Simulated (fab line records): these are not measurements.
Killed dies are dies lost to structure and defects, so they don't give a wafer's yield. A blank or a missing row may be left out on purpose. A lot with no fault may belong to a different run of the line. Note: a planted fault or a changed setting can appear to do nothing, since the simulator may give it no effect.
Shared-tool check -- flow gf180mcu -- Sampled: 13 lots, 39 wafers

WHAT PROMPTED THE OPENING
At GF_PSD_CD_MEAS_07 the reading cd_nm is flagged on 2 of 13 lots. No-fault wafers: 399.7 nm, standard deviation 2.5.
Rule: a lot is flagged in two cases, either no wafer of it has a number, or all its wafers with numbers fall more than 4 standard deviations from that mean. As for the other lots, they are considered sound.

lot,measured,on,"cd_nm (nm), wafer by wafer",flag
L340,day 14 09:45,cd_sem-01,400.2 401.1 401.0,
L341,day 14 11:22,cd_sem-01,397.9 399.7 397.3,
L343,day 15 08:02,cd_sem-02,399.0 398.6 397.5,
L344,day 15 20:55,cd_sem-02,402.8 400.0 402.4,
L345,day 15 23:08,cd_sem-01,399.5 399.9 398.7,
L348,day 16 21:05,cd_sem-01,400.4 400.9 398.5,
L349,day 17 14:39,cd_sem-01,396.4 395.4 391.5,
L351,day 18 03:46,cd_sem-01,400.1 401.6 401.3,
L353,day 19 02:01,cd_sem-01,402.3 401.1 401.7,
L357,day 20 07:29,cd_sem-02,383.5 383.2 383.0,FLAGGED
L359,day 20 19:28,cd_sem-02,401.5 399.0 400.1,
L360,day 21 09:30,cd_sem-02,400.4 400.9 400.5,
L361,day 21 14:55,cd_sem-02,381.2 379.3 381.0,FLAGGED
Average over the flagged lots: 381.9 nm; offset from the usual -17.8 nm, equal to -7 standard deviations.

EACH LOT AND THE TOOL IT RAN ON
The record holds 1 process step before the reading, out of a route of 602 steps. Cell contents, in order: the tool; ch with the chambers the sampled wafers went through; the start.
lot,flag,GF_PSD_EXPOSE_04
L340,,"iline_stepper-02 ch 0, day 14 00:11"
L341,,"iline_stepper-01 ch 0, day 14 01:37"
L343,,"iline_stepper-02 ch 0, day 14 22:13"
L344,,"iline_stepper-02 ch 0, day 15 10:11"
L345,,"iline_stepper-02 ch 0, day 15 12:08"
L348,,"iline_stepper-02 ch 0, day 16 10:05"
L349,,"iline_stepper-02 ch 0, day 17 03:12"
L351,,"iline_stepper-01 ch 0, day 17 16:30"
L353,,"iline_stepper-01 ch 0, day 18 14:14"
L357,FLAGGED,"iline_stepper-01 ch 0, day 19 19:31"
L359,,"iline_stepper-02 ch 0, day 20 08:05"
L360,,"iline_stepper-02 ch 0, day 20 22:04"
L361,FLAGGED,"iline_stepper-01 ch 0, day 21 03:29"
What is done by these steps:
- GF_PSD_EXPOSE_04: exposes mask Pplus, target cd 400 nm.
- GF_PSD_CD_MEAS_07: target cd 400 nm.

FLAGGED AGAINST TOTAL, ONE TOOL AT A TIME (gauges that did the reading follow at the end)
step,tool,lots run,flagged,share of the flagged lots,sound lots run after its first flagged lot
GF_PSD_EXPOSE_04,iline_stepper-01,5,2,all,0
GF_PSD_EXPOSE_04,iline_stepper-02,8,0,none,-
GF_PSD_CD_MEAS_07,cd_sem-01,7,0,none,-
GF_PSD_CD_MEAS_07,cd_sem-02,6,2,all,"2 (L359,L360)"

THE TABLE: WHAT IT ALLOWS
iline_stepper-01 at GF_PSD_EXPOSE_04 and cd_sem-02 at GF_PSD_CD_MEAS_07 are the 2 rows of the table that ran each flagged lot.
- iline_stepper-01 at GF_PSD_EXPOSE_04: 2 of its 5 lots flagged. It ran its last sound lot, L353, at day 18 14:14 and its first flagged lot, L357, at day 19 19:31: a fault with its onset between the two fits. Its own readings (exposure_dose_mJ_cm2) fall more than 4 standard deviations out on all wafers of the flagged lots.
- cd_sem-02 at GF_PSD_CD_MEAS_07: 2 of its 6 lots flagged. Sound lots ran on it after the first flagged one (L359, L360), which a lasting fault on the whole tool wouldn't allow.
iline_stepper-01 at GF_PSD_EXPOSE_04 is the single tool remaining.

WHAT THE SIMULATOR HAD INSERTED
Drift in process parameters on iline_stepper-01 at GF_PSD_EXPOSE_04, starting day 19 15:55. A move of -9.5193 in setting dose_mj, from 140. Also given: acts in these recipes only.
Lots struck among those shown: L357, L361. The same result came from the rule above.
